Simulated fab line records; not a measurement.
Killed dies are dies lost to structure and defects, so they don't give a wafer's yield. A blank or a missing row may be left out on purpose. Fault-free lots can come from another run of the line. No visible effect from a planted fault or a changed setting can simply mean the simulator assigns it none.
Which tool is to blame? / flow sky130 / 10 lots, 30 wafers sampled, at 6 steps of a route of 708

WHAT THE GAUGES READ, wafer by wafer
SKY_CONTACT_BOW_MEAS_05. Usual: CONTACT_BOW typically reads 82 um, with standard deviation 6.8.
lot=L921; measured=day 31 22:50; on=film metro-04; CONTACT_BOW (um)=86 80 91; flag=
lot=L923; measured=day 32 11:16; on=film metro-01; CONTACT_BOW (um)=75 77 91; flag=
lot=L924; measured=day 32 12:18; on=film metro-01; CONTACT_BOW (um)=82 81 84; flag=
lot=L928; measured=day 33 13:28; on=film metro-04; CONTACT_BOW (um)=88 81 73; flag=
lot=L930; measured=day 34 06:12; on=film metro-01; CONTACT_BOW (um)=80 75 81; flag=
lot=L931; measured=day 34 07:11; on=film metro-02; CONTACT_BOW (um)=83 87 73; flag=
lot=L936; measured=day 34 23:52; on=film metro-01; CONTACT_BOW (um)=85 84 84; flag=
lot=L937; measured=day 35 18:20; on=film metro-04; CONTACT_BOW (um)=78 87 74; flag=
lot=L941; measured=day 37 00:49; on=film metro-02; CONTACT_BOW (um)=86 71 78; flag=
lot=L942; measured=day 37 03:29; on=film metro-04; CONTACT_BOW (um)=87 90 84; flag=

SKY_CONTACT_OVL_MEAS_15. Usual: CONTACT_OVL typically reads -3 nm, with standard deviation 5.6.
lot=L921; measured=day 33 00:05; on=overlay-01; CONTACT_OVL (nm)=0 3 1; flag=
lot=L923; measured=day 33 13:56; on=overlay-02; CONTACT_OVL (nm)=-12 1 -8; flag=
lot=L924; measured=day 33 14:35; on=overlay-02; CONTACT_OVL (nm)=-1 -14 -10; flag=
lot=L928; measured=day 34 15:36; on=overlay-01; CONTACT_OVL (nm)=-8 -7 -4; flag=
lot=L930; measured=day 35 08:21; on=overlay-01; CONTACT_OVL (nm)=-10 -2 -3; flag=
lot=L931; measured=day 35 09:27; on=overlay-01; CONTACT_OVL (nm)=-4 2 -1; flag=
lot=L936; measured=day 36 01:53; on=overlay-02; CONTACT_OVL (nm)=4 3 -10; flag=
lot=L937; measured=day 36 20:59; on=overlay-01; CONTACT_OVL (nm)=-18 -14 -14; flag=
lot=L941; measured=day 38 03:13; on=overlay-01; CONTACT_OVL (nm)=1 -2 1; flag=
lot=L942; measured=day 38 05:35; on=overlay-01; CONTACT_OVL (nm)=1 -2 -3; flag=

SKY_METAL1_RS_MEAS_05: measures by four-point-probe. Usual: METAL1_ALCU_RS typically reads 0.1263 ohm/sq, with standard deviation 0.0022.
lot=L921; measured=day 33 01:41; on=film metro-03; METAL1_ALCU_RS (ohm/sq)=0.1231 0.1257 0.1263; flag=
lot=L923; measured=day 33 15:33; on=film metro-03; METAL1_ALCU_RS (ohm/sq)=0.1254 0.1243 0.1257; flag=
lot=L924; measured=day 33 16:08; on=film metro-02; METAL1_ALCU_RS (ohm/sq)=0.1281 0.1247 0.1288; flag=
lot=L928; measured=day 34 17:28; on=film metro-02; METAL1_ALCU_RS (ohm/sq)=0.0757 0.0754 0.0756; flag=OFF
lot=L930; measured=day 35 09:55; on=film metro-02; METAL1_ALCU_RS (ohm/sq)=0.1280 0.1266 0.1265; flag=
lot=L931; measured=day 35 11:01; on=film metro-03; METAL1_ALCU_RS (ohm/sq)=0.1277 0.1284 0.0752; flag=OFF
lot=L936; measured=day 36 03:26; on=film metro-01; METAL1_ALCU_RS (ohm/sq)=0.1223 0.1266 0.1228; flag=
lot=L937; measured=day 36 22:36; on=film metro-02; METAL1_ALCU_RS (ohm/sq)=0.1237 0.1240 0.1245; flag=
lot=L941; measured=day 38 05:43; on=film metro-02; METAL1_ALCU_RS (ohm/sq)=0.1271 0.1272 0.1308; flag=
lot=L942; measured=day 38 07:29; on=film metro-01; METAL1_ALCU_RS (ohm/sq)=0.1245 0.1259 0.1254; flag=

SKY_METAL1_THK_MEAS_06: measures by xrf. Usual: METAL1_ALCU_THK typically reads 247 nm, with standard deviation 4.6.
lot=L921; measured=day 33 01:48; on=film metro-03; METAL1_ALCU_THK (nm)=255 249 248; flag=
lot=L923; measured=day 33 15:40; on=film metro-03; METAL1_ALCU_THK (nm)=250 250 250; flag=
lot=L924; measured=day 33 16:16; on=film metro-02; METAL1_ALCU_THK (nm)=244 250 242; flag=
lot=L928; measured=day 34 17:34; on=film metro-02; METAL1_ALCU_THK (nm)=405 409 404; flag=OFF
lot=L930; measured=day 35 10:01; on=film metro-02; METAL1_ALCU_THK (nm)=244 246 246; flag=
lot=L931; measured=day 35 11:07; on=film metro-03; METAL1_ALCU_THK (nm)=244 242 408; flag=OFF
lot=L936; measured=day 36 03:34; on=film metro-01; METAL1_ALCU_THK (nm)=256 248 252; flag=
lot=L937; measured=day 36 22:43; on=film metro-02; METAL1_ALCU_THK (nm)=252 251 250; flag=
lot=L941; measured=day 38 05:49; on=film metro-02; METAL1_ALCU_THK (nm)=245 245 236; flag=
lot=L942; measured=day 38 07:37; on=film metro-01; METAL1_ALCU_THK (nm)=250 248 246; flag=

SKY_METAL1_CD_MEAS_15: target cd 140 nm. Usual: 139.9 nm for cd nm, sd 1.4.
lot=L921; measured=day 34 02:37; on=cd sem-02; cd nm (nm)=140.2 140.4 140.5; flag=
lot=L923; measured=day 34 17:32; on=cd sem-01; cd nm (nm)=139.5 138.9 139.9; flag=
lot=L924; measured=day 34 18:30; on=cd sem-02; cd nm (nm)=141.1 142.3 141.0; flag=
lot=L928; measured=day 35 19:23; on=cd sem-02; cd nm (nm)=138.5 139.2 138.7; flag=
lot=L930; measured=day 36 11:50; on=cd sem-02; cd nm (nm)=139.2 139.4 139.6; flag=
lot=L931; measured=day 36 12:14; on=cd sem-01; cd nm (nm)=139.7 141.0 140.9; flag=
lot=L936; measured=day 37 05:06; on=cd sem-02; cd nm (nm)=140.1 140.7 140.8; flag=
lot=L937; measured=day 38 01:05; on=cd sem-01; cd nm (nm)=139.1 140.2 141.6; flag=
lot=L941; measured=day 39 07:31; on=cd sem-01; cd nm (nm)=138.5 138.1 139.5; flag=
lot=L942; measured=day 39 08:24; on=cd sem-02; cd nm (nm)=139.1 139.0 139.7; flag=

WHAT TOOL EACH LOT RAN ON (gives the tool, then ch and the chambers of the sampled wafers, and finally the start)
lot=L921; SKY_METAL1_SPUTTER_02=pvd sputter-02, day 33 01:35
lot=L923; SKY_METAL1_SPUTTER_02=pvd sputter-04, day 33 15:26
lot=L924; SKY_METAL1_SPUTTER_02=pvd sputter-02, day 33 16:03
lot=L928; SKY_METAL1_SPUTTER_02=pvd sputter-02, day 34 17:19
lot=L930; SKY_METAL1_SPUTTER_02=pvd sputter-04, day 35 09:48
lot=L931; SKY_METAL1_SPUTTER_02=pvd sputter-02, day 35 10:54
lot=L936; SKY_METAL1_SPUTTER_02=pvd sputter-01, day 36 03:21
lot=L937; SKY_METAL1_SPUTTER_02=pvd sputter-04, day 36 22:29
lot=L941; SKY_METAL1_SPUTTER_02=pvd sputter-04, day 38 05:35
lot=L942; SKY_METAL1_SPUTTER_02=pvd sputter-04, day 38 07:23
- SKY_METAL1_SPUTTER_02: material AlCu, target thk 250 nm, time 13.3 s.

WHAT THE TOOLS THEMSELVES READ (means of the sampled wafers that have a number; where no wafer has one, the mark that the record gives instead)
SKY_METAL1_SPUTTER_02. Usual: cathode dc power W 10600 W, standard deviation 1.9; throttle valve pct 30.0 %, standard deviation 0.74.
lot=L921; tool=pvd sputter-02; cathode dc power W (W)=10601; throttle valve pct (%)=30.0; flag=
lot=L923; tool=pvd sputter-04; cathode dc power W (W)=10600; throttle valve pct (%)=29.7; flag=
lot=L924; tool=pvd sputter-02; cathode dc power W (W)=10599; throttle valve pct (%)=29.5; flag=
lot=L928; tool=pvd sputter-02; cathode dc power W (W)=10601; throttle valve pct (%)=29.6; flag=
lot=L930; tool=pvd sputter-04; cathode dc power W (W)=10600; throttle valve pct (%)=29.5; flag=
lot=L931; tool=pvd sputter-02; cathode dc power W (W)=10601; throttle valve pct (%)=29.9; flag=
lot=L936; tool=pvd sputter-01; cathode dc power W (W)=10599; throttle valve pct (%)=30.0; flag=
lot=L937; tool=pvd sputter-04; cathode dc power W (W)=10602; throttle valve pct (%)=29.7; flag=
lot=L941; tool=pvd sputter-04; cathode dc power W (W)=10598; throttle valve pct (%)=29.9; flag=
lot=L942; tool=pvd sputter-04; cathode dc power W (W)=10601; throttle valve pct (%)=29.6; flag=

THE ANSWER, worked out from the rows above alone
Rule: take the mean of a lot's wafers that have a number; if it is more than 3 standard deviations from the usual mean, the lot is off. Also off: a lot with no number at a reading for which 4 or more lots have one. All remaining lots with rows at the step are treated as sound. After the gauges, taken in route order, come the tools' own readings; for these a lot's mean is taken, as printed above. At the first step where some lot is off, the reading lying furthest off is the one used; lots without a number count as furthest.
Off: L928, L931, at SKY_METAL1_RS_MEAS_05 (METAL1_ALCU_RS).
If a tool, at a process step before that reading, ran all the lots that are off and no sound lot after the first of them, it fits. The gauges at SKY_METAL1_RS_MEAS_05 are tried like those tools. One candidate fits, namely pvd sputter-02 at SKY_METAL1_SPUTTER_02. Its last sound lot is L924 (day 33 16:03), its first lot that is off L928 (day 34 17:19): a fault that began between those two fits.

WHAT HAD BEEN PUT IN BY THE SIMULATOR
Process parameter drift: pvd sputter-02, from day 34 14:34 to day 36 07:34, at SKY_METAL1_SPUTTER_02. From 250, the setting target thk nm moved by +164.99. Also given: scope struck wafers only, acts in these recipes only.
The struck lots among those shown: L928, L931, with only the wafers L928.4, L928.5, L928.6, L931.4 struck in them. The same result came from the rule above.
